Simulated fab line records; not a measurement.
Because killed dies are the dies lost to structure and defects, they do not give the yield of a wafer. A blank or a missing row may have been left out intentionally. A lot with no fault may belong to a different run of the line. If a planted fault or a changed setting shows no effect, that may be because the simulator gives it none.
What tool caused it? + flow gf180mcu + 13 lots with 39 wafers sampled at 5 steps, on a route of 602 steps

== WHAT THE GAUGES READ, wafer by wafer ==
GF_MVPSD_TW_MEAS_11.
| lot  | measured    | on           | MVPSD_TW    |
|------|-------------|--------------|-------------|
| L613 | day 4 23:19 | filmMetro-02 | 543 544 542 |
| L614 | day 5 05:32 | filmMetro-03 | 547 551 551 |
| L615 | day 5 13:40 | filmMetro-03 | 549 550 551 |
| L616 | day 5 22:20 | filmMetro-03 | 551 550 551 |
| L617 | day 6 04:40 | filmMetro-03 | 550 549 548 |
| L618 | day 6 09:14 | filmMetro-03 | 550 551 551 |
| L619 | day 6 13:58 | filmMetro-03 | 551 551 549 |
| L620 | day 7 00:06 | filmMetro-03 | 551 549 549 |
| L621 | day 7 01:11 | filmMetro-02 | 548 545 548 |
| L625 | day 8 03:45 | filmMetro-03 | 552 554 554 |
| L626 | day 8 06:24 | filmMetro-03 | 550 553 552 |
| L627 | day 8 10:15 | filmMetro-03 | 554 553 556 |
| L628 | day 8 17:50 | filmMetro-01 | 540 542 541 |

GF_VT_IMPLANT_OVL_MEAS_29.
| lot  | measured     | on         | VT_IMPLANT_02_OVL (nm) |
|------|--------------|------------|------------------------|
| L613 | day 6 18:52  | overlay-01 | -0.8 0.7 -0.5          |
| L614 | day 7 01:02  | overlay-02 | -0.7 -0.7 1.4          |
| L615 | day 7 11:33  | overlay-01 | -2.0 -1.1 -0.9         |
| L616 | day 7 20:11  | overlay-01 | -1.3 0.7 -1.5          |
| L617 | day 8 03:38  | overlay-02 | 0.0 0.4 0.0            |
| L618 | day 8 07:44  | overlay-01 | 1.3 -0.6 -0.9          |
| L619 | day 8 14:34  | overlay-01 | 0.6 1.6 0.4            |
| L620 | day 9 01:09  | overlay-01 | -2.7 -3.7 -3.9         |
| L621 | day 9 01:28  | overlay-01 | -3.1 -4.3 -2.8         |
| L625 | day 10 06:23 | overlay-01 | -1.0 -1.4 -2.5         |
| L626 | day 10 09:19 | overlay-01 | -0.3 -0.4 0.4          |
| L627 | day 10 14:59 | overlay-02 | -3.4 -2.7 -3.2         |
| L628 | day 10 21:23 | overlay-01 | -0.4 -1.6 -1.9         |

GF_VT_IMPLANT_TW_MEAS_43.
| lot  | measured     | on           | VT_IMPLANT_4_TW |
|------|--------------|--------------|-----------------|
| L613 | day 7 10:35  | filmMetro-04 | 694 694 697     |
| L614 | day 7 16:53  | filmMetro-03 | 685 689 685     |
| L615 | day 8 03:38  | filmMetro-03 | 694 693 691     |
| L616 | day 8 13:40  | filmMetro-01 | 673 677 675     |
| L617 | day 8 20:45  | filmMetro-01 | 674 672 674     |
| L618 | day 9 01:05  | filmMetro-04 | 703 707 701     |
| L619 | day 9 07:27  | filmMetro-04 | 700 705 705     |
| L620 | day 9 18:20  | filmMetro-04 | 701 699 705     |
| L621 | day 9 18:51  | filmMetro-04 | 704 700 702     |
| L625 | day 11 00:49 | filmMetro-03 | 507 508 509     |
| L626 | day 11 03:30 | filmMetro-04 | 518 520 521     |
| L627 | day 11 09:35 | filmMetro-04 | 517 517 517     |
| L628 | day 11 16:35 | filmMetro-03 | 509 510 511     |

GF_DUAL_GATE_OVL_MEAS_11.
| lot  | measured     | on         | DUAL_GATE_OVL (nm) |
|------|--------------|------------|--------------------|
| L613 | day 8 05:37  | overlay-02 | -0.4 0.0 -2.1      |
| L614 | day 8 11:27  | overlay-01 | -0.3 -1.1 1.2      |
| L615 | day 8 21:56  | overlay-01 | -3.5 -1.9 -1.1     |
| L616 | day 9 08:19  | overlay-02 | -1.9 -0.7 -2.4     |
| L617 | day 9 16:58  | overlay-01 | 0.8 0.9 -0.1       |
| L618 | day 9 20:32  | overlay-01 | -1.4 -2.8 -0.8     |
| L619 | day 10 04:59 | overlay-01 | 0.6 -1.7 1.0       |
| L620 | day 10 14:34 | overlay-02 | 0.5 2.1 2.0        |
| L621 | day 10 14:41 | overlay-01 | -0.8 -1.3 0.9      |
| L625 | day 11 21:13 | overlay-02 | 1.7 1.1 1.3        |
| L626 | day 12 00:56 | overlay-01 | -0.4 -0.7 -3.0     |
| L627 | day 12 07:04 | overlay-01 | -1.3 -1.8 -1.5     |
| L628 | day 12 14:43 | overlay-02 | 3.3 2.3 0.7        |

== TOOL THAT RAN EACH LOT (tool first, then ch and the chambers of the sampled wafers, then the start) ==
| lot  | GF_VT_IMPLANT_IMPLANT_41        |
|------|---------------------------------|
| L613 | implanter-03 ch 0, day 7 10:21  |
| L614 | implanter-03 ch 0, day 7 16:38  |
| L615 | implanter-04 ch 0, day 8 03:25  |
| L616 | implanter-04 ch 0, day 8 13:25  |
| L617 | implanter-04 ch 0, day 8 20:31  |
| L618 | implanter-03 ch 0, day 9 00:52  |
| L619 | implanter-03 ch 0, day 9 07:13  |
| L620 | implanter-02 ch 0, day 9 18:05  |
| L621 | implanter-03 ch 0, day 9 18:37  |
| L625 | implanter-03 ch 0, day 11 00:34 |
| L626 | implanter-02 ch 0, day 11 03:17 |
| L627 | implanter-03 ch 0, day 11 09:20 |
| L628 | implanter-04 ch 0, day 11 16:20 |
- GF_VT_IMPLANT_IMPLANT_41

== AS READ BY THE TOOLS THEMSELVES (means over the sampled wafers that have a number; for cases with no such wafer, the mark the record gives instead) ==
The record holds no such reading with a usual standard deviation.

== THE ANSWER, worked out from the rows above alone ==
Rule: the lots themselves supply what counts as usual. Put in order of their means at a reading, lots are off if they are a third of the lots or fewer, leave a main group of 4 or more, and stand apart from it by a gap of 3 or more times the standard deviation of the main group's means; of several such gaps the widest counts. If all means in a main group match to the digits the tables above print for the reading, that group is not used. Also off: a lot with no number at a reading for which 4 or more lots have one. The other lots that the step has rows for count as sound. After the gauges, taken in route order, come the tools' own readings; for these a lot's mean is taken, as printed above. At the first step where some lot is off, the reading lying furthest off is the one used; lots without a number count as furthest.
Off: L625, L626, L627, L628, seen at GF_VT_IMPLANT_TW_MEAS_43 (VT_IMPLANT_4_TW). For the main group the mean is 693 and the standard deviation 11.
If a tool, at a process step before that reading, ran all the lots that are off and no sound lot after the first of them, it fits. The gauges at GF_VT_IMPLANT_TW_MEAS_43 are tried like those tools. No candidate that was tried fits.

== WHAT HAD BEEN PUT IN BY THE SIMULATOR ==
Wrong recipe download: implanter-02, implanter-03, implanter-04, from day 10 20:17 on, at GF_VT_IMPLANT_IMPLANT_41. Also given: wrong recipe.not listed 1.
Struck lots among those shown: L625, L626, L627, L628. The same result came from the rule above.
